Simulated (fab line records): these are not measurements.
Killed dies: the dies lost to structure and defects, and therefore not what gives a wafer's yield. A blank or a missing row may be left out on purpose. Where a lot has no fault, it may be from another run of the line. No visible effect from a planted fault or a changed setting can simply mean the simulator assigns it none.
fab line records    flow sky130
[record] lots = 6  wafers = 18  last-day = 50
route steps=708 shown LOCAL_INTERCONNECT@403 CONTACT@406 PAD_OPEN@708
lots with no fault: from the same line, run without faults
start-h: the number of hours between the record's first day and the start of the first shown wafer of the lot    wait-h: hours from the lot's prior step to this one    " identical to the entry in the row above    L1.1+2: a row that stands for several wafers    - value missing, or start not given    * or withheld: withheld    < > ~ a bound
route shown NAME@n: a module of which the file shows steps, and the number in the route of the first    usual: average and standard deviation across the fault-free wafers    same: alike in all rows    chamber/n: place in a boat    sites: each site's reading    _std_site: the values' standard deviation    _edge_site: mean of outer sites minus mean of inner sites    radius-mm: for every site, how far away it sits from the centre of the wafer    mask NAME#n: copy n    behind: the tool/chamber that last shaped the wafer    hold: cause of the lot's hold/its duration in hours/its outcome    device: the n, p or np transistor that did not switch    end of line: tests run on the same wafers once the route is complete    step lacking rows: just its recipe    killed: count of dies lost to structure and defects at first sort (not the wafer's yield)    map: a wafer's dies, x killed, . not, _ none there
set.NAME: setting as actually run; set.NAME@STEP: the setting as run at that earlier step    model.NAME: the simulator's own value behind a step, which no gauge read
a table for each step, a row for each wafer; lots at some steps of the route
services: from which hour (start-h, from the record's first day; less than 0 if before it) a tool's chamber was out of use, for how many hours, and why
[[steps]]
[step SKY_LOCAL_INTERCONNECT_STRIP_16]
[recipe] chemistry = post-etch-residue-remover  time-s = 1200  temp-c = 72.5
[step SKY_LOCAL_INTERCONNECT_CLEAN_17]
[recipe] chemistry = IPA  time-s = 180  temp-c = 25
[step SKY_LOCAL_INTERCONNECT_CLEAN_18]
[recipe] chemistry = O3/DIW  dry = n2-spin
[step SKY_CONTACT_CVD_00]
[recipe] material = Si3N4  target-thk-nm = 75  temp-c = 400  time-s = withheld  rf-w = 450
[usual] heater-power-w = 686/87  rf-fwd-power-W = 445.2/1.9
lot.wafer  tool      chamber  start-h  wait-h  heater-power-w  rf-fwd-power-W
L613.2     pecvd-03  0        727.19   0.0     650             444.3
L613.3     "         2        "        "       619             448.3
L613.5     "         1        "        "       700             443.5
L614.1     pecvd-01  1        728.14   0.0     618             443.9
L614.4     "         1        "        "       631             443.7
L614.5     "         2        "        "       663             446.7
L621.3     pecvd-04  2        794.69   0.0     799             449.0
L621.4     "         1        "        "       603             443.6
L621.5     "         2        "        "       797             446.8
L623.2     pecvd-04  0        810.60   0.0     611             444.2
L623.3     "         1        "        "       644             445.6
L623.5     "         2        "        "       712             447.4
L625.2     pecvd-01  2        826.32   0.0     726             449.2
L625.5     "         2        "        "       711             448.0
L625.6     "         1        "        "       654             443.3
L632.1     pecvd-01  0        866.50   0.0     843             445.0
L632.4     "         0        "        "       872             446.0
L632.6     "         1        "        "       700             444.5
[step SKY_CONTACT_THK_MEAS_01]
[recipe] reads = Si3N4_of_CONTACT_CVD_00
[usual] CONTACT_CVD_00_THK = 75.1/0.91
lot.wafer  tool           chamber  start-h  wait-h  CONTACT_CVD_00_THK[nm]
L613.2     film-metro-04  -        727.24   -       74.4
L613.3     "              -        "        "       75.4
L613.5     "              -        "        "       75.4
L614.1     film-metro-03  -        728.18   -       74.0
L614.4     "              -        "        "       76.0
L614.5     "              -        "        "       76.0
L621.3     film-metro-04  -        794.75   -       74.2
L621.4     "              -        "        "       76.1
L621.5     "              -        "        "       75.0
L623.2     film-metro-04  -        810.64   -       74.2
L623.3     "              -        "        "       75.0
L623.5     "              -        "        "       74.8
L625.2     film-metro-03  -        826.36   -       75.2
L625.5     "              -        "        "       76.9
L625.6     "              -        "        "       75.7
L632.1     film-metro-03  -        866.54   -       74.8
L632.4     "              -        "        "       75.2
L632.6     "              -        "        "       74.9
[step SKY_CONTACT_HDPCVD_02]
[recipe] material = SiO2  target-thk-nm = 565  sigma-open-frac = 0.3  time-s = 94.2  temp-c = 600  sih4-flow-sccm = 60  pressure-mtorr = 6
[step SKY_CONTACT_THK_MEAS_03]
[recipe] reads = SiO2_of_CONTACT_HDPCVD_02
[usual] CONTACT_HDPCVD_THK = 567/7.6
lot.wafer  tool           chamber  start-h  wait-h  CONTACT_HDPCVD_THK[nm]
L613.2     film-metro-03  -        727.36   0.0     568
L613.3     "              -        "        "       566
L613.5     "              -        "        "       558
L614.1     film-metro-04  -        728.30   0.0     563
L614.4     "              -        "        "       558
L614.5     "              -        "        "       572
L621.3     film-metro-03  -        794.87   0.1     574
L621.4     "              -        "        "       562
L621.5     "              -        "        "       566
L623.2     film-metro-03  -        810.77   0.0     571
L623.3     "              -        "        "       568
L623.5     "              -        "        "       573
L625.2     film-metro-01  -        826.49   0.0     553
L625.5     "              -        "        "       547
L625.6     "              -        "        "       561
L632.1     film-metro-04  -        866.67   0.0     568
L632.4     "              -        "        "       560
L632.6     "              -        "        "       567
[step SKY_CONTACT_CMP_04]
[recipe] material = SiO2  down-force-psi = 4  platen-rpm = 60  pad-velocity-m-s = 0.94248
[usual] motor-current-A = 12.4/1.4  time-to-endpoint-s = 81/4.3
lot.wafer  tool    chamber  start-h  wait-h  motor-current-A  time-to-endpoint-s
L613.3     cmp-01  3        727.51   0.1     11.1             85
L613.2     "       0        "        "       12.4             80
L613.5     "       1        "        "       12.9             76
L614.1     cmp-02  2        728.41   0.1     11.2             79
L614.4     "       3        "        "       11.1             81
L614.5     "       1        "        "       15.1             82
L621.3     cmp-02  2        794.91   0.0     11.5             80
L621.4     "       0        "        "       11.9             75
L621.5     "       3        "        "       11.8             78
L623.3     cmp-02  3        810.82   0.0     11.6             83
L623.2     "       1        "        "       15.6             81
L623.5     "       0        "        "       12.6             86
L625.2     cmp-02  3        826.64   0.1     11.5             83
L625.5     "       1        "        "       15.6             78
L625.6     "       2        "        "       11.1             86
L632.1     cmp-01  0        866.78   0.1     12.0             80
L632.4     "       1        "        "       11.3             72
L632.6     "       3        "        "       11.4             83
[step SKY_CONTACT_BOW_MEAS_05]
[recipe] mode = bow
[usual] CONTACT_BOW = 81/6.5
lot.wafer  tool           chamber  start-h  wait-h  CONTACT_BOW[um]
L613.2     film-metro-04  -        727.73   0.1     97
L613.3     "              -        "        "       72
L613.5     "              -        "        "       91
L614.1     film-metro-01  -        728.66   0.2     70
L614.4     "              -        "        "       80
L614.5     "              -        "        "       83
L621.3     film-metro-04  -        795.25   0.3     82
L621.4     "              -        "        "       73
L621.5     "              -        "        "       80
L623.2     film-metro-03  -        811.14   0.2     83
L623.3     "              -        "        "       76
L623.5     "              -        "        "       89
L625.2     film-metro-03  -        826.86   0.2     75
L625.5     "              -        "        "       83
L625.6     "              -        "        "       75
L632.1     film-metro-03  -        867.03   0.2     78
L632.4     "              -        "        "       75
L632.6     "              -        "        "       74
[step SKY_CONTACT_DEHYDRATE_06]
[recipe] temp-c = 200  time-s = 60
[step SKY_CONTACT_HMDS_07]
[recipe] prime-time-s = 60  prime-temp-c = 120
[step SKY_CONTACT_COAT_08]
[recipe] resist = BARC  temp-c = withheld  time-s = withheld  spin-rpm = 3000  resist-thk-nm = 60
[step SKY_CONTACT_COAT_09]
[recipe] resist = KrF-thick  spin-rpm = 3000  resist-thk-nm = 450
lot.wafer  tool            chamber  start-h  wait-h  model.KrF-thick_of_CONTACT_COAT_09.thk-nm
L613.2     litho-track-01  0        742      -       447.8
L613.3     "               0        "        "       447.3
L613.5     "               0        "        "       447.4
L614.1     litho-track-03  0        742      -       449.1
L614.4     "               0        743      -       448.1
L614.5     "               0        "        "       448.7
L621.3     litho-track-04  0        808      -       448.9
L621.4     "               0        "        "       450.5
L621.5     "               0        "        "       449.2
L623.2     litho-track-01  0        823      -       480.4
L623.3     "               0        "        "       480.7
L623.5     "               0        "        "       482.5
L625.2     litho-track-01  0        839      -       482.1
L625.5     "               0        "        "       482
L625.6     "               0        "        "       480.1
L632.1     litho-track-04  0        879      -       450
L632.4     "               0        "        "       450.8
L632.6     "               0        "        "       450.7
[step SKY_CONTACT_SOFTBAKE_10]
[recipe] temp-c = 100  time-s = 90  resist = KrF-thick
[step SKY_CONTACT_EXPOSE_11]
[recipe] mask-id = CTM1  na = 0.8  source-shape = annular  sigma-inner = 0.55  sigma-outer = 0.85  target-cd-nm = 170  dose-mj = 38
[step SKY_CONTACT_PEB_12]
[recipe] peb-temp-c = withheld  peb-time-s = withheld  resist = KrF-thick
[step SKY_CONTACT_DEVELOP_13]
[recipe] develop-time-s = 60  resist = KrF-thick  dev-temp-c = 21
[step SKY_CONTACT_CD_MEAS_14]
[recipe] target-cd-nm = 170
[usual] cd-nm = 170.3/1.4
lot.wafer  tool       chamber  start-h  wait-h  cd-nm
L613.2     cd-sem-02  -        756.02   -       168.0
L613.3     "          -        "        "       169.3
L613.5     "          -        "        "       168.1
L614.1     cd-sem-01  -        757.49   -       170.6
L614.4     "          -        "        "       170.5
L614.5     "          -        "        "       169.5
L621.3     cd-sem-01  -        820.94   -       174.9
L621.4     "          -        "        "       171.6
L621.5     "          -        "        "       172.5
L623.2     cd-sem-01  -        837.31   -       170.5
L623.3     "          -        "        "       171.0
L623.5     "          -        "        "       170.1
L625.2     cd-sem-02  -        852.93   -       173.1
L625.5     "          -        "        "       170.1
L625.6     "          -        "        "       170.3
L632.1     cd-sem-02  -        892.47   -       170.8
L632.4     "          -        "        "       169.3
L632.6     "          -        "        "       169.5
[step SKY_CONTACT_OVL_MEAS_15]
[usual] CONTACT_OVL = -4/4.5
lot.wafer  tool        chamber  start-h  wait-h  CONTACT_OVL[nm]
L613.2     overlay-01  -        756.13   0.1     -3
L613.3     "           -        "        "       -3
L613.5     "           -        "        "       0
L614.1     overlay-01  -        757.61   0.1     -10
L614.4     "           -        "        "       -9
L614.5     "           -        "        "       -8
L621.3     overlay-02  -        821.03   0.1     -2
L621.4     "           -        "        "       -2
L621.5     "           -        "        "       -6
L623.2     overlay-02  -        837.42   0.1     -5
L623.3     "           -        "        "       3
L623.5     "           -        "        "       -2
L625.2     overlay-02  -        853.04   0.1     -4
L625.5     "           -        "        "       -11
L625.6     "           -        "        "       -4
L632.1     overlay-02  -        892.59   0.1     5
L632.4     "           -        "        "       2
L632.6     "           -        "        "       5
[step SKY_CONTACT_ETCH_16]
[recipe] chemistry = N2/H2  target = BARC  ion-energy-ev = 200  source-w = 500  bias-w = 100  pressure-mtorr = 30  n2-flow-sccm = 100  h2-flow-sccm = 200  stop-on = SiO2  time-s = 45.9  target-depth-a = 600
[usual] drypump-motor-current-A = 5.8/0.54  oes-product-au = 0.855/0.0049  rf-fwd-power-W = 494.9/1.9  throttle-valve-pct = 13.225/0.0097
lot.wafer  tool         chamber  start-h  wait-h  drypump-motor-current-A  oes-product-au  rf-fwd-power-W  rf-hours-counter-h  throttle-valve-pct
L613.2     rie-diel-04  2        756.18   0.0     5.6                      0.859           489.4           5                   13.221
L613.3     "            3        "        "       6.6                      0.849           492.6           13                  13.211
L613.5     "            0        "        "       5.5                      0.844           495.3           -                   13.203
L614.1     rie-diel-01  1        757.65   0.0     6.4                      0.853           492.9           12                  13.233
L614.4     "            3        "        "       6.2                      0.855           498.6           -                   13.217
L614.5     "            0        "        "       5.8                      0.855           492.8           -                   13.229
L621.3     rie-diel-04  3        821.06   0.0     6.7                      0.851           494.9           15                  13.217
L621.4     "            1        "        "       5.5                      0.860           494.3           15                  13.232
L621.5     "            0        "        "       5.6                      0.865           498.9           -                   13.221
L623.2     rie-diel-03  3        837.45   0.0     5.1                      0.856           494.4           7                   13.235
L623.3     "            0        "        "       5.7                      0.855           496.3           21                  13.215
L623.5     "            3        "        "       5.1                      0.856           494.7           -                   13.215
L625.2     rie-diel-04  1        853.07   0.0     5.5                      0.849           494.0           16                  13.226
L625.5     "            3        "        "       6.6                      0.853           493.9           -                   13.221
L625.6     "            0        "        "       5.6                      0.860           496.0           -                   13.229
L632.1     rie-diel-01  1        892.62   0.0     6.4                      0.860           494.9           17                  13.224
L632.4     "            3        "        "       6.2                      0.865           498.3           -                   13.218
L632.6     "            0        "        "       5.8                      0.868           494.1           -                   13.231
[step SKY_CONTACT_ETCH_17]
[recipe] target = SiO2  chemistry = C4F8/O2/Ar  stop-on = Si3N4  mask-material = KrF-thick  source-w = 1500  bias-w = 1200  pressure-mtorr = 40  c4f8-flow-sccm = withheld  O2_flow_sccm = 6  Ar_flow_sccm = 300  time-s = withheld  target-depth-a = 3400
[usual] oes-product-au = 0.892/0.0051  rf-fwd-power-W = 1488/5.1
lot.wafer  tool         chamber  start-h  wait-h  oes-product-au  rf-fwd-power-W
L613.2     rie-diel-04  2        756.22   0.0     0.887           1484
L613.3     "            3        "        "       0.884           1483
L613.5     "            0        "        "       0.890           1490
L614.1     rie-diel-01  1        757.69   0.0     0.885           1492
L614.4     "            3        "        "       0.886           1485
L614.5     "            0        "        "       0.896           1500
L621.3     rie-diel-04  3        821.10   0.0     0.888           1494
L621.4     "            1        "        "       0.890           1489
L621.5     "            0        "        "       0.885           1493
L623.2     rie-diel-03  3        837.49   0.0     0.892           1490
L623.3     "            0        "        "       0.892           1495
L623.5     "            3        "        "       0.898           1493
L625.2     rie-diel-04  1        853.11   0.0     0.893           1491
L625.5     "            3        "        "       0.886           1492
L625.6     "            0        "        "       0.891           1490
L632.1     rie-diel-01  1        892.66   0.0     0.887           1488
L632.4     "            3        "        "       0.895           1492
L632.6     "            0        "        "       0.894           1485
[step SKY_CONTACT_ETCH_18]
[recipe] target = Si3N4  chemistry = CHF3/O2  stop-on = TiN  source-w = 600  bias-w = 200  pressure-mtorr = 40  chf3-flow-sccm = 50  O2_flow_sccm = 5  time-s = 39  target-depth-a = 750
[usual] O2_flow_sccm = 5.000/0.012  chf3-flow-sccm = 50.03/0.15  drypump-motor-current-A = 5.8/0.53  oes-product-au = 0.855/0.0075  rf-fwd-power-W = 593.7/2.1  throttle-valve-pct = 8.794/0.0095
lot.wafer  tool         chamber  start-h  wait-h  O2_flow_sccm  chf3-flow-sccm  drypump-motor-current-A  oes-product-au  rf-fwd-power-W  rf-hours-counter-h  throttle-valve-pct  model.KrF-thick_of_CONTACT_COAT_09.thk-nm
L613.2     rie-diel-04  2        -        -       5.008         49.71           5.6                      0.847           590.5           5                   8.796               240.7
L613.3     "            3        "        "       4.996         50.09           6.7                      0.860           590.6           13                  8.785               243.3
L613.5     "            0        "        "       5.002         49.98           5.5                      0.864           593.4           -                   8.787               241
L614.1     rie-diel-01  1        -        -       5.011         50.15           6.4                      0.853           593.2           12                  8.798               247
L614.4     "            3        "        "       5.002         49.90           6.2                      0.861           597.6           -                   8.787               242
L614.5     "            0        "        "       4.992         49.89           5.8                      0.853           594.7           -                   8.810               246.1
L621.3     rie-diel-04  3        -        -       5.011         50.07           6.6                      0.850           591.7           15                  8.796               245.7
L621.4     "            1        "        "       5.020         50.09           5.5                      0.867           593.8           16                  8.795               241.1
L621.5     "            0        "        "       4.997         49.89           5.5                      0.852           592.6           -                   8.814               243.5
L623.2     rie-diel-03  3        -        -       5.020         50.06           5.1                      0.852           595.4           7                   8.796               275.1
L623.3     "            0        "        "       5.003         50.07           5.7                      0.854           595.9           21                  8.794               273.9
L623.5     "            3        "        "       5.019         50.04           5.1                      0.860           597.3           -                   8.795               276.5
L625.2     rie-diel-04  1        -        -       5.002         50.17           5.5                      0.857           593.1           16                  8.784               273.2
L625.5     "            3        "        "       4.997         50.13           6.6                      0.864           593.3           -                   8.788               280.4
L625.6     "            0        "        "       5.020         50.27           5.5                      0.854           596.2           -                   8.797               273.5
L632.1     rie-diel-01  1        -        -       5.010         50.39           6.4                      0.854           590.3           17                  8.794               246.7
L632.4     "            3        "        "       5.003         49.88           6.2                      0.860           593.4           -                   8.801               245.3
L632.6     "            0        "        "       4.994         49.82           5.8                      0.853           590.5           -                   8.785               245.7
[step SKY_CONTACT_STRIP_19]
[recipe] chemistry = O2/N2  power-w = 1400  pressure-mtorr = 1500  platen-temp-c = withheld  o2-flow-sccm = 3000  n2-flow-sccm = 300  overash-fraction = 0.5
[usual] drypump-motor-current-A = 5.36/0.26  oes-product-au = 0.382/0.0044  strip-time-to-endpoint-s = 3.634/0.029
lot.wafer  tool             chamber  start-h  wait-h  drypump-motor-current-A  oes-product-au  rf-hours-counter-h  strip-time-to-endpoint-s
L613.2     plasma-asher-04  0        756.31   -       5.53                     0.375           62                  3.591
L613.3     "                0        "        "       5.52                     0.378           -                   3.624
L613.5     "                1        "        "       5.34                     0.387           -                   3.604
L614.1     plasma-asher-03  1        757.78   -       5.26                     0.387           33                  3.647
L614.4     "                0        "        "       5.20                     0.387           -                   3.618
L614.5     "                1        "        "       5.23                     0.378           -                   3.644
L621.3     plasma-asher-04  1        821.22   -       5.32                     0.380           -                   3.654
L621.4     "                0        "        "       5.56                     0.375           -                   3.603
L621.5     "                1        "        "       5.35                     0.382           -                   3.640
L623.2     plasma-asher-04  0        837.58   -       5.52                     0.393           70                  3.962
L623.3     "                0        "        "       5.53                     0.399           -                   3.942
L623.5     "                1        "        "       5.32                     0.399           -                   3.970
L625.2     plasma-asher-03  1        853.20   -       5.25                     0.395           42                  3.933
L625.5     "                0        "        "       5.20                     0.397           -                   4.025
L625.6     "                1        "        "       5.22                     0.393           -                   3.947
L632.1     plasma-asher-04  0        892.75   -       5.56                     0.378           76                  3.678
L632.4     "                0        "        "       5.57                     0.383           -                   3.646
L632.6     "                0        "        "       5.54                     0.381           -                   3.638
[step SKY_CONTACT_STRIP_20]
[recipe] chemistry = post-etch-residue-remover  time-s = 1200  temp-c = 72.5
[step SKY_PAD_OPEN_PROBE_99]
[usual] killed_at_M0_to_M3 = 43/7.2  killed_at_M4_up = 3.1/1.8  killed-at-contacts = 24/5.4  killed-at-front-end = 15/4.4  killed-at-other = 0.4/0.56  killed-dies = 86/9.3  killed-open = 47/6.9  killed-short = 39/6.6
[same] gross-dies = 492  killed-at-back-side = 0
lot.wafer  tool       chamber  start-h  wait-h  killed_at_M0_to_M3  killed_at_M4_up  killed-at-contacts  killed-at-front-end  killed-at-other  killed-dies  killed-open  killed-short
L614.1     prober-02  -        1093.55  0.1     49                  2                24                  14                   0                89           56           33
L614.4     prober-02  -        1093.70  0.2     49                  2                16                  15                   0                82           38           43
L614.5     prober-02  -        1093.75  0.2     46                  4                18                  21                   0                89           53           34
L621.3     prober-02  -        1138.79  0.2     52                  4                21                  14                   1                92           52           40
L621.4     prober-02  -        1138.84  0.2     54                  5                23                  7                    0                89           47           42
L621.5     prober-02  -        1138.89  0.2     49                  2                23                  10                   0                84           48           36
L623.2     prober-01  -        1152.32  0.1     47                  3                19                  19                   1                89           44           44
L623.3     prober-01  -        1152.37  0.2     51                  0                18                  16                   0                85           43           42
L623.5     prober-01  -        1152.47  0.2     34                  4                26                  16                   1                81           36           44
L625.2     prober-01  -        1161.97  0.1     37                  1                34                  21                   0                93           50           42
L625.5     prober-01  -        1162.12  0.2     47                  5                23                  14                   0                89           43           45
L625.6     prober-01  -        1162.17  0.2     51                  4                19                  18                   0                92           45           45
// killed by level:class
L614.1 LI_CONTACT:geometric-particle:open=13 VIA2:geometric-particle:open=9 VIA1:geometric-particle:open=9 VIA1:geometric-particle:short=7 METAL2:geometric-particle:short=6 POLY_GATE:geometric-particle:open=6 CONTACT:geometric-particle:open=6 VIA3:geometric-particle:open=5
L614.4 VIA1:geometric-particle:short=11 VIA1:geometric-particle:open=10 METAL2:geometric-particle:short=6 CONTACT:geometric-particle:open=5 SPACER:geometric-particle:short=4 LI_CONTACT:geometric-particle:short=4 VIA2:geometric-particle:open=4 METAL3:geometric-particle:short=4
L614.5 CONTACT:geometric-particle:open=9 VIA1:geometric-particle:open=8 METAL2:geometric-particle:short=8 FIELD_ISO:geometric-particle:open=7 VIA3:geometric-particle:open=7 LI_CONTACT:geometric-particle:open=5 METAL1:geometric-particle:short=5 METAL3:geometric-particle:short=5
L621.3 VIA1:geometric-particle:open=15 VIA1:geometric-particle:short=9 VIA2:geometric-particle:open=9 METAL2:geometric-particle:short=7 LOCAL_INTERCONNECT:geometric-particle:short=6 LI_CONTACT:geometric-particle:open=5 CONTACT:geometric-particle:open=5 POLY_GATE:geometric-particle:open=4
L621.4 VIA1:geometric-particle:open=11 CONTACT:geometric-particle:open=9 VIA3:geometric-particle:open=9 METAL1:geometric-particle:short=6 VIA1:geometric-particle:short=5 VIA3:geometric-particle:short=4 LI_CONTACT:geometric-particle:open=4 LOCAL_INTERCONNECT:geometric-particle:short=4
L621.5 VIA1:geometric-particle:open=14 METAL1:geometric-particle:short=11 CONTACT:geometric-particle:open=9 METAL2:geometric-particle:short=5 LI_CONTACT:geometric-particle:open=5 VIA2:geometric-particle:open=5 FIELD_ISO:geometric-particle:open=4 LOCAL_INTERCONNECT:geometric-particle:short=4
L623.2 VIA1:geometric-particle:open=11 VIA3:geometric-particle:open=8 METAL1:geometric-particle:short=7 LI_CONTACT:geometric-particle:open=7 FIELD_ISO:geometric-particle:short=5 POLY_GATE:geometric-particle:open=5 METAL2:geometric-particle:short=5 FIELD_ISO:geometric-particle:open=4
L623.3 VIA1:geometric-particle:open=14 VIA2:geometric-particle:open=9 METAL2:geometric-particle:short=8 LI_CONTACT:geometric-particle:short=6 CONTACT:geometric-particle:open=6 POLY_GATE:geometric-particle:short=5 VIA3:geometric-particle:open=5 POLY_GATE:geometric-particle:open=4
L623.5 LI_CONTACT:geometric-particle:open=9 VIA1:geometric-particle:open=8 FIELD_ISO:geometric-particle:short=7 LOCAL_INTERCONNECT:geometric-particle:short=7 CONTACT:geometric-particle:short=6 METAL1:geometric-particle:short=5 VIA2:geometric-particle:open=5 VIA1:geometric-particle:short=4
L625.2 CONTACT:geometric-particle:open=13 VIA3:geometric-particle:open=9 LOCAL_INTERCONNECT:geometric-particle:short=8 VIA1:geometric-particle:open=7 CONTACT:geometric-particle:short=6 FIELD_ISO:geometric-particle:short=5 VIA2:geometric-particle:open=5 FIELD_ISO:geometric-particle:open=4
L625.5 VIA1:geometric-particle:open=11 VIA3:geometric-particle:open=8 CONTACT:geometric-particle:short=7 VIA2:geometric-particle:open=7 METAL2:geometric-particle:short=6 FIELD_ISO:geometric-particle:short=4 LI_CONTACT:geometric-particle:short=4 CONTACT:geometric-particle:open=4
L625.6 VIA1:geometric-particle:open=16 VIA2:geometric-particle:open=9 CONTACT:geometric-particle:short=8 CONTACT:geometric-particle:open=8 VIA3:geometric-particle:short=5 POLY_GATE:geometric-particle:short=4 VIA1:geometric-particle:short=4 METAL4:geometric-particle:short=4
[[services]]
tool             chamber  start-h  hours  kind
rie-diel-04      2        707.32   1.9    repair
cmp-02           -        719.18   0.3    repair
pecvd-01         0        743.30   7.1    repair
cmp-02           -        744.19   4.0    pm
pecvd-04         1        745.45   16.2   repair
rie-diel-01      -        747.58   2.8    pm
rie-diel-03      -        751.81   76.0   repair
plasma-asher-04  -        765.68   0.6    repair
pecvd-04         -        779.37   14.6   pm
rie-diel-04      1        782.17   6.3    repair
plasma-asher-04  -        794.08   4.6    pm
plasma-asher-03  -        801.77   1.6    repair
rie-diel-03      -        804.10   0.6    repair
pecvd-01         1        806.38   7.0    repair
cmp-02           -        817.53   0.3    repair
rie-diel-04      1        833.78   2.6    repair
rie-diel-04      3        837.75   6.3    repair
rie-diel-03      0        837.87   2.5    repair
pecvd-01         -        847.16   0.8    repair
rie-diel-01      1        850.19   4.8    repair
cmp-02           -        872.72   0.3    repair
rie-diel-01      2        890.52   9.0    repair
pecvd-01         -        890.91   14.6   pm
rie-diel-04      0        892.37   4.4    repair
[[key]]
[first-sign] step = SKY_CONTACT_STRIP_19  reading = strip-time-to-endpoint-s  direction = up  sigmas = 11  usual = *  struck = *
[effect] step = SKY_CONTACT_STRIP_19  reading = oes-product-au  direction = up  sigmas = 3.3  usual = 0.382  struck = 0.396
[model-effect] step = SKY_CONTACT_COAT_09  value = KrF-thick_of_CONTACT_COAT_09.thk-nm  without = 449.7  struck = 481.3
[model-effect] step = SKY_CONTACT_ETCH_18  value = KrF-thick_of_CONTACT_COAT_09.thk-nm  without = 243.8  struck = 275.4
met-at SKY_CONTACT_COAT_09
struck-wafers L623.2,L623.3,L623.5,L625.2,L625.5,L625.6
tester-left-out L623,L625
onset-between 742 823
also-fits SKY_CONTACT_CMP_04:cmp-02
[fault] kind = process-parameter-drift  tool = litho-track-01  chamber = -  onset-h = 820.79  steps = SKY_CONTACT_COAT_09  channel = resist-thk-nm  offset = 31.678  shape = step  end-h = 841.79  acts-in = these-recipes-only  stated = 450
// tester-left-out: of these lots the tester's yield and bins aren't shown, on N5 and GAA mostly nor the transistor test; their killed dies are dies lost to structure and defects alone, not to doping, threshold or leakage, so they don't give the yield
